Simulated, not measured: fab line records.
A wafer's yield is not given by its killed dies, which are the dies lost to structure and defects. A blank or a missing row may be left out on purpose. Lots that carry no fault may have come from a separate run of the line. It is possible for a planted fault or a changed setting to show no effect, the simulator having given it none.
What tool caused it? | flow sky130 | Sampling: 12 lots, 36 wafers, 5 of 708 route steps

WHAT THE GAUGES READ, wafer by wafer
The record holds no reading of a measuring or inspecting step that can be judged against a usual standard deviation.

WHICH TOOL RAN EACH LOT (tool, then ch and the chambers of the sampled wafers, then the start)
lot  | SKY_METAL4_ETCH_16                | SKY_METAL4_CLEAN_22             | SKY_VIA4_CMP_21               | SKY_METAL5_SPUTTER_02        | SKY_PAD_OPEN_PROBE_99
L724 | rie metal-04 ch 0,1, day 42 00:26 | wet bench-04 ch 3, day 42 01:14 | cmp-02 ch 2,3, day 43 01:50   | pvd sputter-04, day 43 02:11 | prober-01, day 46 00:21
L725 | rie metal-01 ch 0, day 42 07:19   | wet bench-04 ch 2, day 42 08:13 | cmp-02 ch 0,2, day 43 11:52   | pvd sputter-02, day 43 12:13 | prober-02, day 46 09:01
L726 | rie metal-01 ch 0,1, day 42 12:32 | wet bench-04 ch 3, day 42 13:20 | cmp-02 ch 0,2,3, day 43 14:16 | pvd sputter-03, day 43 14:37 | prober-01, day 46 12:31
L727 | rie metal-01 ch 0,1, day 43 01:53 | wet bench-02 ch 0, day 43 02:41 | cmp-01 ch 0,2,3, day 44 02:51 | pvd sputter-03, day 44 03:12 | prober-01, day 46 21:47
L731 | rie metal-01 ch 0,1, day 44 02:38 | wet bench-01 ch 2, day 44 03:25 | cmp-01 ch 0,3, day 45 02:38   | pvd sputter-04, day 45 02:59 | prober-02, day 47 20:31
L738 | rie metal-03 ch 0,1, day 45 20:16 | wet bench-02 ch 1, day 45 21:06 | cmp-01 ch 1,2,3, day 46 19:13 | pvd sputter-02, day 46 19:34 | prober-02, day 49 09:29
L739 | rie metal-03 ch 0,1, day 46 08:05 | wet bench-02 ch 1, day 46 08:55 | cmp-01 ch 1,2,3, day 47 05:39 | pvd sputter-04, day 47 06:00 | prober-02, day 49 16:46
L741 | rie metal-03 ch 0,1, day 46 14:55 | wet bench-02 ch 0, day 46 15:43 | cmp-02 ch 0,1,2, day 47 13:32 | pvd sputter-04, day 47 13:50 | prober-01, day 49 23:37
L742 | rie metal-04 ch 0,1, day 47 02:20 | wet bench-04 ch 1, day 47 03:10 | cmp-01 ch 0,1,3, day 48 00:39 | pvd sputter-03, day 48 00:53 | prober-01, day 50 07:58
L745 | rie metal-04 ch 0, day 48 00:41   | wet bench-04 ch 3, day 48 01:29 | cmp-02 ch 1,2, day 48 21:40   | pvd sputter-03, day 48 22:01 | prober-02, day 51 03:10
L747 | rie metal-01 ch 0, day 48 01:04   | wet bench-04 ch 1, day 48 01:52 | cmp-01 ch 2,3, day 48 22:40   | pvd sputter-03, day 48 22:58 | prober-01, day 51 04:37
L746 | rie metal-03 ch 0,1, day 48 05:17 | wet bench-04 ch 2, day 48 06:05 | cmp-02 ch 0,1,2, day 49 02:05 | pvd sputter-03, day 49 02:26 | prober-02, day 51 06:10
- SKY_METAL4_ETCH_16: etches BARC in N2/H2, stops on SiO2, time 88.2 s, target depth 60 nm.
- SKY_METAL4_CLEAN_22: cleans in O3/DIW.
- SKY_VIA4_CMP_21: polishes, stops on SiO2, t overpolish 25 s, target thk 0 nm.
- SKY_METAL5_SPUTTER_02: material AlCu, target thk 1150 nm, time 61.2 s.
- SKY_PAD_OPEN_PROBE_99

WHAT THE TOOLS THEMSELVES READ (means of the sampled wafers that have a number; where no wafer has one, the mark that the record gives instead)
SKY_METAL4_ETCH_16. Usual: drypump motor current A 5.8 A, standard deviation 0.5; oes product au 0.626 a.u., standard deviation 0.0043; throttle valve pct 13.206 %, standard deviation 0.0085.
lot  | tool         | drypump motor current A (A) | oes product au (a.u.) | throttle valve pct (%) | flag
L724 | rie metal-04 | 5.8                         | 0.623                 | 13.203                 |
L725 | rie metal-01 | 6.3                         | 0.622                 | 13.199                 |
L726 | rie metal-01 | 5.9                         | 0.630                 | 13.202                 |
L727 | rie metal-01 | 5.9                         | 0.624                 | 13.208                 |
L731 | rie metal-01 | 5.5                         | 0.626                 | 13.207                 |
L738 | rie metal-03 | 5.9                         | 0.627                 | 13.206                 |
L739 | rie metal-03 | 5.9                         | 0.626                 | 13.204                 |
L741 | rie metal-03 | 5.9                         | 0.625                 | 13.215                 |
L742 | rie metal-04 | 5.8                         | 0.629                 | 13.200                 |
L745 | rie metal-04 | 6.2                         | 0.625                 | 13.202                 |
L747 | rie metal-01 | 6.3                         | 0.629                 | 13.208                 |
L746 | rie metal-03 | 5.6                         | 0.626                 | 13.210                 |

SKY_VIA4_CMP_21. Usual: motor current A 11.1 A, standard deviation 0.64; overpolish run s 24.998 s, standard deviation 0.0088; time to endpoint s 124 s, standard deviation 4.5.
lot  | tool   | motor current A (A) | overpolish run s (s) | time to endpoint s (s) | flag
L724 | cmp-02 | 11.2                | 25.004               | 124                    |
L725 | cmp-02 | 11.3                | 24.998               | 122                    |
L726 | cmp-02 | 11.4                | 25.001               | 120                    |
L727 | cmp-01 | 11.2                | 25.005               | 124                    |
L731 | cmp-01 | 11.4                | 24.999               | 130                    |
L738 | cmp-01 | 11.0                | 24.998               | 124                    |
L739 | cmp-01 | 10.8                | 24.991               | 123                    |
L741 | cmp-02 | 11.1                | 24.991               | 122                    |
L742 | cmp-01 | 10.9                | 24.993               | 124                    |
L745 | cmp-02 | 11.7                | 24.990               | 121                    |
L747 | cmp-01 | 11.2                | 24.997               | 114                    |
L746 | cmp-02 | 11.4                | 25.007               | 124                    |

SKY_METAL5_SPUTTER_02. Usual: throttle valve pct reads 29.5 % (standard deviation 1.1).
lot  | tool           | throttle valve pct (%) | flag
L724 | pvd sputter-04 | 29.5                   |
L725 | pvd sputter-02 | 29.0                   |
L726 | pvd sputter-03 | 30.2                   |
L727 | pvd sputter-03 | 29.8                   |
L731 | pvd sputter-04 | 29.3                   |
L738 | pvd sputter-02 | 30.4                   |
L739 | pvd sputter-04 | 29.5                   |
L741 | pvd sputter-04 | 28.3                   |
L742 | pvd sputter-03 | 29.3                   |
L745 | pvd sputter-03 | 29.8                   |
L747 | pvd sputter-03 | 30.0                   |
L746 | pvd sputter-03 | 30.0                   |

SKY_PAD_OPEN_PROBE_99. Usual: defect limited yield 82.4 %, standard deviation 1.9; killed_at_M0_to_M3 43, standard deviation 6.7; killed_at_M4_up 3.1, standard deviation 1.9; killed at contacts 25, standard deviation 5; killed at front end 15, standard deviation 4; killed at other 0.4, standard deviation 0.69; killed dies 87, standard deviation 9.2; killed open 46, standard deviation 7.1; killed short 40, standard deviation 6.8; sort_bin_3_pad_short 0.9 %, standard deviation 0.48; sort_bin_5_function 10.3 %, standard deviation 1.5; sort_bin_6_memory 6.4 %, standard deviation 1.2; sort n pass 405, standard deviation 9.2; sort yield pct 82.4 %, standard deviation 1.9.
lot  | tool      | defect limited yield (%) | killed_at_M0_to_M3 | killed_at_M4_up | killed at contacts | killed at front end | killed at other | killed dies | killed open | killed short | sort_bin_3_pad_short (%) | sort_bin_5_function (%) | sort_bin_6_memory (%) | sort n pass | sort yield pct (%) | flag
L724 | prober-01 | 82.4                     | 44                 | 3.7             | 22                 | 15                  | 2.0             | 86          | 40          | 45           | 0.9                      | 9.6                     | 7.1                   | 406         | 82.4               |
L725 | prober-02 | 81.8                     | 43                 | 4.0             | 25                 | 17                  | 0.0             | 89          | 49          | 40           | 1.2                      | 10.5                    | 6.4                   | 403         | 81.8               |
L726 | prober-01 | 80.0                     | 50                 | 5.0             | 25                 | 19                  | 0.3             | 98          | 46          | 52           | 1.0                      | 12.3                    | 6.7                   | 394         | 80.0               |
L727 | prober-01 | 83.3                     | 37                 | 4.7             | 26                 | 14                  | 0.7             | 82          | 42          | 39           | 1.1                      | 8.5                     | 7.1                   | 410         | 83.3               |
L731 | prober-02 | 73.1                     | 39                 | 53.7            | 26                 | 13                  | 0.3             | 132         | 49          | 32           | 2.4                      | 16.4                    | 8.0                   | 360         | 73.1               | OFF
L738 | prober-02 | 83.0                     | 42                 | 1.3             | 23                 | 16                  | 1.3             | 84          | 46          | 37           | 0.9                      | 9.7                     | 6.4                   | 408         | 83.0               |
L739 | prober-02 | 82.2                     | 49                 | 3.3             | 21                 | 14                  | 0.7             | 88          | 48          | 38           | 0.5                      | 9.9                     | 7.4                   | 404         | 82.2               |
L741 | prober-01 | 81.3                     | 51                 | 4.3             | 24                 | 12                  | 0.3             | 92          | 46          | 46           | 1.2                      | 11.6                    | 5.9                   | 400         | 81.3               |
L742 | prober-01 | 83.3                     | 40                 | 1.7             | 29                 | 11                  | 0.3             | 82          | 47          | 34           | 0.7                      | 10.6                    | 5.4                   | 410         | 83.3               |
L745 | prober-02 | 82.3                     | 44                 | 2.3             | 24                 | 17                  | 0.0             | 87          | 50          | 37           | 0.6                      | 9.3                     | 7.8                   | 405         | 82.3               |
L747 | prober-01 | 82.3                     | 42                 | 2.0             | 29                 | 14                  | 0.3             | 87          | 43          | 44           | 1.1                      | 10.6                    | 6.0                   | 405         | 82.3               |
L746 | prober-02 | 84.3                     | 36                 | 3.0             | 26                 | 12                  | 0.0             | 77          | 41          | 36           | 0.7                      | 9.4                     | 5.6                   | 415         | 84.3               |

THE ANSWER, worked out from the rows above alone
Rule: a lot is off if the mean of its wafers that have a number lies more than 3 standard deviations from the usual mean. A lot without any number at a reading at which 4 lots or more have one is off too. Where the step has rows for the other lots, those lots are counted as sound. The gauges are gone through in route order, then the tools' own readings, and for those a lot's mean is taken as printed above. The first step at which some lot is off is used, and at that step the reading that is off furthest; a lot without a number counts as furthest.
Off, at SKY_PAD_OPEN_PROBE_99 on killed_at_M4_up: L731.
A tool fits if, at that step or a process step before it, it ran every lot that is off, and no sound lot after the first of them. One fits: wet bench-01 at SKY_METAL4_CLEAN_22. It ran no sound lot before its first lot that is off in this sample, so the start can't be narrowed down.

WHAT THE SIMULATOR HAD PUT IN
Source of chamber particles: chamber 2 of wet bench-01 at SKY_METAL4_CLEAN_22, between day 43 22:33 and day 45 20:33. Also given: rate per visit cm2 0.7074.
Lots struck among those shown: L731. Same finding as the rule above.
